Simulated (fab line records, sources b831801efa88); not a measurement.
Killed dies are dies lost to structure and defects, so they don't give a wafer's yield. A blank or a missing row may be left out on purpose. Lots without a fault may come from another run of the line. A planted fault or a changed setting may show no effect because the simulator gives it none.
Which tool did it? | flow sky130 | 24 lots, 72 wafers sampled, at 6 steps of a route of 708

WHAT THE GAUGES READ, wafer by wafer
SKY_VIA1_BOW_MEAS_03. Usual: VIA1_BOW 81 um, standard deviation 6.9.
lot  | measured     | on            | VIA1_BOW (um) | flag
L074 | day 32 17:57 | film_metro-03 | 79 71 78      |
L075 | day 33 07:36 | film_metro-01 | 69 70 68      |
L076 | day 33 15:58 | film_metro-03 | 94 81 82      |
L077 | day 34 00:32 | film_metro-03 | 73 81 80      |
L078 | day 34 08:13 | film_metro-03 | 81 89 77      |
L079 | day 34 18:47 | film_metro-04 | 79 77 84      |
L080 | day 35 04:36 | film_metro-03 | 79 81 71      |
L081 | day 35 10:56 | film_metro-01 | 99 79 79      |
L082 | day 35 19:20 | film_metro-03 | 69 76 90      |
L083 | day 35 19:41 | film_metro-04 | 75 81 74      |
L084 | day 36 10:35 | film_metro-03 | 87 94 84      |
L085 | day 36 17:34 | film_metro-01 | 74 74 82      |
L086 | day 36 21:54 | film_metro-01 | 81 98 88      |
L087 | day 37 03:36 | film_metro-04 | 80 70 75      |
L088 | day 37 08:07 | film_metro-01 | 90 85 81      |
L089 | day 37 10:46 | film_metro-03 | 64 73 73      |
L090 | day 38 05:07 | film_metro-01 | 94 78 82      |
L091 | day 38 05:44 | film_metro-01 | 83 80 77      |
L092 | day 38 15:38 | film_metro-04 | 81 84 75      |
L093 | day 38 21:41 | film_metro-01 | 71 82 88      |
L094 | day 39 06:10 | film_metro-04 | 83 75 68      |
L095 | day 39 13:46 | film_metro-03 | 81 84 71      |
L096 | day 40 02:40 | film_metro-03 | 80 81 89      |
L097 | day 40 07:23 | film_metro-04 | 83 72 78      |

SKY_VIA2_BOW_MEAS_03. Usual: VIA2_BOW 87 um, standard deviation 7.6.
lot  | measured     | on            | VIA2_BOW (um) | flag
L074 | day 35 03:36 | film_metro-03 | 84 77 84      |
L075 | day 35 17:36 | film_metro-03 | 75 75 74      |
L076 | day 35 22:59 | film_metro-03 | 99 86 87      |
L077 | day 36 08:38 | film_metro-03 | 76 86 84      |
L078 | day 36 16:28 | film_metro-03 | 85 94 84      |
L079 | day 37 01:40 | film_metro-02 | 85 84 92      |
L080 | day 37 10:25 | film_metro-01 | 83 84 76      |
L081 | day 37 17:35 | film_metro-01 | 108 88 87     |
L082 | day 38 01:01 | film_metro-02 | 78 84 97      |
L083 | day 38 02:05 | film_metro-03 | 83 87 81      |
L084 | day 38 16:47 | film_metro-02 | 96 102 93     |
L085 | day 38 23:47 | film_metro-02 | 78 78 85      |
L086 | day 39 05:02 | film_metro-02 | 88 106 96     |
L087 | day 39 09:11 | film_metro-02 | 88 79 84      |
L088 | day 39 13:06 | film_metro-03 | 98 93 88      |
L089 | day 39 16:14 | film_metro-02 | 65 72 73      |
L090 | day 40 09:16 | film_metro-02 | 97 82 85      |
L091 | day 40 10:04 | film_metro-02 | 88 85 82      |
L092 | day 40 19:54 | film_metro-02 | 89 94 84      |
L093 | day 41 01:34 | film_metro-02 | 78 92 97      |
L094 | day 41 10:35 | film_metro-01 | 89 79 74      |
L095 | day 41 16:59 | film_metro-02 | 88 93 78      |
L096 | day 42 05:44 | film_metro-01 | 89 91 97      |
L097 | day 42 09:43 | film_metro-03 | 95 82 88      |

SKY_PASSIVATION_THK_MEAS_01. Usual: PASSIVATION_CVD_00_THK 90.1 nm, standard deviation 1.4.
lot  | measured     | on            | PASSIVATION_CVD_00_THK (nm) | flag
L074 | day 43 19:17 | film_metro-03 | 89.6 90.4 92.1              |
L075 | day 44 06:29 | film_metro-04 | 90.6 90.5 90.8              |
L076 | day 44 14:44 | film_metro-04 | 91.8 91.1 91.6              |
L077 | day 44 19:25 | film_metro-04 | 89.7 91.0 92.4              |
L078 | day 45 03:26 | film_metro-03 | 90.0 90.3 89.8              |
L079 | day 45 11:11 | film_metro-01 | 90.4 90.3 90.5              |
L080 | day 45 18:40 | film_metro-04 | 89.5 90.5 89.8              |
L081 | day 46 00:02 | film_metro-04 | 91.5 89.4 89.7              |
L082 | day 46 04:39 | film_metro-01 | 90.6 88.3 89.8              |
L083 | day 46 07:38 | film_metro-04 | 87.0 88.9 88.1              |
L084 | day 46 18:18 | film_metro-03 | 86.5 87.4 89.7              |
L085 | day 47 00:53 | film_metro-04 | 89.1 88.9 90.2              |
L086 | day 47 03:59 | film_metro-04 | 89.1 90.0 89.5              |
L087 | day 47 07:35 | film_metro-01 | 90.5 89.4 90.4              |
L088 | day 47 12:47 | film_metro-04 | 90.2 90.7 90.8              |
L089 | day 47 14:23 | film_metro-04 | 91.6 91.4 92.7              |
L090 | day 48 04:18 | film_metro-03 | 91.0 90.0 91.9              |
L091 | day 48 04:49 | film_metro-04 | 88.1 91.2 90.9              |
L092 | day 48 12:02 | film_metro-03 | 87.7 89.3 89.5              |
L093 | day 48 16:29 | film_metro-04 | 89.6 91.1 90.8              |
L094 | day 48 23:25 | film_metro-03 | 89.9 91.4 88.6              |
L095 | day 49 05:37 | film_metro-03 | 90.7 91.6 91.4              |
L096 | day 49 15:08 | film_metro-03 | 89.6 91.2 92.3              |
L097 | day 49 17:10 | film_metro-01 | 87.3 88.6 88.8              |

WHICH TOOL RAN EACH LOT (tool, then ch and the chambers of the sampled wafers, then the start)
lot  | SKY_LI_CONTACT_CMP_02         | SKY_VIA1_CVD_21               | SKY_VIA3_CVD_21
L074 | cmp-02 ch 1,3, day 27 19:28   | cvd_w-02 ch 0,1, day 33 23:04 | cvd_w-02 ch 0,1, day 39 13:50
L075 | cmp-02 ch 1,2,3, day 28 08:34 | cvd_w-01 ch 0,1, day 34 10:46 | cvd_w-01 ch 0,1, day 40 03:33
L076 | cmp-01 ch 0,1,2, day 28 17:07 | cvd_w-02 ch 0,1, day 34 18:44 | cvd_w-02 ch 0,1, day 40 11:20
L077 | cmp-02 ch 2,3, day 29 03:40   | cvd_w-02 ch 0,1, day 35 03:46 | cvd_w-02 ch 0,1, day 40 16:11
L078 | cmp-01 ch 0,2,3, day 29 11:58 | cvd_w-01 ch 0,1, day 35 11:40 | cvd_w-01 ch 0,1, day 41 01:35
L079 | cmp-01 ch 0,2, day 29 23:49   | cvd_w-02 ch 0,1, day 35 21:50 | cvd_w-02 ch 0,1, day 41 10:02
L080 | cmp-01 ch 2,3, day 30 11:29   | cvd_w-02 ch 0,1, day 36 07:40 | cvd_w-02 ch 0, day 41 18:17
L081 | cmp-02 ch 0,1,2, day 30 17:24 | cvd_w-02 ch 0,1, day 36 13:35 | cvd_w-02 ch 0,1, day 42 01:05
L082 | cmp-01 ch 1,2,3, day 30 23:22 | cvd_w-01 ch 0,1, day 36 21:47 | cvd_w-01 ch 0,1, day 42 06:50
L083 | cmp-02 ch 0,1,2, day 31 01:13 | cvd_w-02 ch 0,1, day 36 22:08 | cvd_w-02 ch 0,1, day 42 08:56
L084 | cmp-02 ch 0,1,2, day 31 17:37 | cvd_w-02 ch 0,1, day 37 12:58 | cvd_w-01 ch 0,1, day 42 21:29
L085 | cmp-01 ch 0,1,2, day 32 01:28 | cvd_w-02 ch 0,1, day 37 20:08 | cvd_w-02 ch 0,1, day 43 05:11
L086 | cmp-01 ch 1,2,3, day 32 06:22 | cvd_w-01 ch 0,1, day 38 01:28 | cvd_w-01 ch 0,1, day 43 08:10
L087 | cmp-02 ch 0,3, day 32 12:22   | cvd_w-01 ch 0,1, day 38 06:07 | cvd_w-02 ch 0,1, day 43 13:37
L088 | cmp-01 ch 0,1,3, day 32 17:04 | cvd_w-01 ch 0,1, day 38 10:28 | cvd_w-02 ch 0,1, day 43 17:03
L089 | cmp-01 ch 0,1,2, day 32 21:16 | cvd_w-01 ch 0,1, day 38 12:58 | cvd_w-01 ch 0,1, day 43 20:07
L090 | cmp-01 ch 2,3, day 33 14:43   | cvd_w-01 ch 0,1, day 39 07:04 | cvd_w-01 ch 0,1, day 44 12:20
L091 | cmp-02 ch 0,2, day 33 15:15   | cvd_w-01 ch 0,1, day 39 07:37 | cvd_w-02 ch 0,1, day 44 12:28
L092 | cmp-01 ch 1,2, day 34 02:34   | cvd_w-01 ch 0,1, day 39 17:01 | cvd_w-02 ch 0,1, day 44 21:14
L093 | cmp-01 ch 1,2, day 34 07:20   | cvd_w-01 ch 0,1, day 39 23:25 | cvd_w-01 ch 1, day 45 02:54
L094 | cmp-02 ch 0,3, day 34 16:13   | cvd_w-01 ch 0,1, day 40 08:03 | cvd_w-02 ch 0,1, day 45 10:43
L095 | cmp-02 ch 1,2, day 35 01:10   | cvd_w-01 ch 0,1, day 40 14:49 | cvd_w-01 ch 0,1, day 45 17:17
L096 | cmp-02 ch 2,3, day 35 13:14   | cvd_w-02 ch 0,1, day 41 04:04 | cvd_w-02 ch 0,1, day 46 03:52
L097 | cmp-02 ch 0,1, day 35 20:07   | cvd_w-01 ch 0, day 41 07:53   | cvd_w-01 ch 0, day 46 07:27
- SKY_LI_CONTACT_CMP_02: polishes PSG.
- SKY_VIA1_CVD_21: deposits W, target thk 270 nm, time 80.902 s.
- SKY_VIA3_CVD_21: deposits W, target thk 390 nm, time 117.31 s.

WHAT THE TOOLS THEMSELVES READ (means of the sampled wafers that have a number; where no wafer has one, the mark that the record gives instead)
SKY_LI_CONTACT_CMP_02. Usual: motor_current_A 11.8 A, standard deviation 1.3; time_to_endpoint_s 33 s, standard deviation 3.6.
lot  | tool   | motor_current_A (A) | time_to_endpoint_s (s) | flag
L074 | cmp-02 | 12.8                | 33                     |
L075 | cmp-02 | 12.6                | 30                     |
L076 | cmp-01 | 12.0                | 33                     |
L077 | cmp-02 | 13.0                | 36                     |
L078 | cmp-01 | 11.6                | 37                     |
L079 | cmp-01 | 11.8                | 34                     |
L080 | cmp-01 | 11.2                | 33                     |
L081 | cmp-02 | 11.6                | 36                     |
L082 | cmp-01 | 12.1                | 29                     |
L083 | cmp-02 | 11.3                | 34                     |
L084 | cmp-02 | 11.7                | 37                     |
L085 | cmp-01 | 11.5                | 31                     |
L086 | cmp-01 | 11.9                | 32                     |
L087 | cmp-02 | 10.7                | 33                     |
L088 | cmp-01 | 11.4                | 31                     |
L089 | cmp-01 | 11.8                | 31                     |
L090 | cmp-01 | 11.8                | 34                     |
L091 | cmp-02 | 11.8                | 37                     |
L092 | cmp-01 | 12.6                | 33                     |
L093 | cmp-01 | 12.1                | 33                     |
L094 | cmp-02 | 10.6                | 36                     |
L095 | cmp-02 | 12.7                | 34                     |
L096 | cmp-02 | 12.7                | 30                     |
L097 | cmp-02 | 11.6                | 34                     |

SKY_VIA1_CVD_21. Usual: heater_power_w 830 W, standard deviation 62.
lot  | tool     | heater_power_w (W) | flag
L074 | cvd_w-02 | 896                |
L075 | cvd_w-01 | 790                |
L076 | cvd_w-02 | 889                |
L077 | cvd_w-02 | 896                |
L078 | cvd_w-01 | 792                |
L079 | cvd_w-02 | 898                |
L080 | cvd_w-02 | 884                |
L081 | cvd_w-02 | 890                |
L082 | cvd_w-01 | 784                |
L083 | cvd_w-02 | 910                |
L084 | cvd_w-02 | 899                |
L085 | cvd_w-02 | 892                |
L086 | cvd_w-01 | 799                |
L087 | cvd_w-01 | 775                |
L088 | cvd_w-01 | 795                |
L089 | cvd_w-01 | 770                |
L090 | cvd_w-01 | 765                |
L091 | cvd_w-01 | 781                |
L092 | cvd_w-01 | 794                |
L093 | cvd_w-01 | 797                |
L094 | cvd_w-01 | 776                |
L095 | cvd_w-01 | 780                |
L096 | cvd_w-02 | 893                |
L097 | cvd_w-01 | 754                |

SKY_VIA3_CVD_21. Usual: heater_power_w 849 W, standard deviation 60.
lot  | tool     | heater_power_w (W) | flag
L074 | cvd_w-02 | 897                |
L075 | cvd_w-01 | 772                |
L076 | cvd_w-02 | 869                |
L077 | cvd_w-02 | 898                |
L078 | cvd_w-01 | 781                |
L079 | cvd_w-02 | 899                |
L080 | cvd_w-02 | 893                |
L081 | cvd_w-02 | 890                |
L082 | cvd_w-01 | 773                |
L083 | cvd_w-02 | 894                |
L084 | cvd_w-01 | 769                |
L085 | cvd_w-02 | 897                |
L086 | cvd_w-01 | 801                |
L087 | cvd_w-02 | 898                |
L088 | cvd_w-02 | 896                |
L089 | cvd_w-01 | 793                |
L090 | cvd_w-01 | 802                |
L091 | cvd_w-02 | 884                |
L092 | cvd_w-02 | 907                |
L093 | cvd_w-01 | 807                |
L094 | cvd_w-02 | 902                |
L095 | cvd_w-01 | 792                |
L096 | cvd_w-02 | 902                |
L097 | cvd_w-01 | 762                |

THE ANSWER, worked out from the rows above alone
Rule: a lot is off if the mean of its wafers that have a number lies more than 3 standard deviations from the usual mean. A lot without any number at a reading at which 4 lots or more have one is off too. The other lots that the step has rows for count as sound. The gauges are gone through in route order, then the tools' own readings, and for those a lot's mean is taken as printed above. The first step at which some lot is off is used, and at that step the reading that is off furthest; a lot without a number counts as furthest.
No lot is off at any reading shown: from this, nothing can be told.

WHAT THE SIMULATOR HAD PUT IN
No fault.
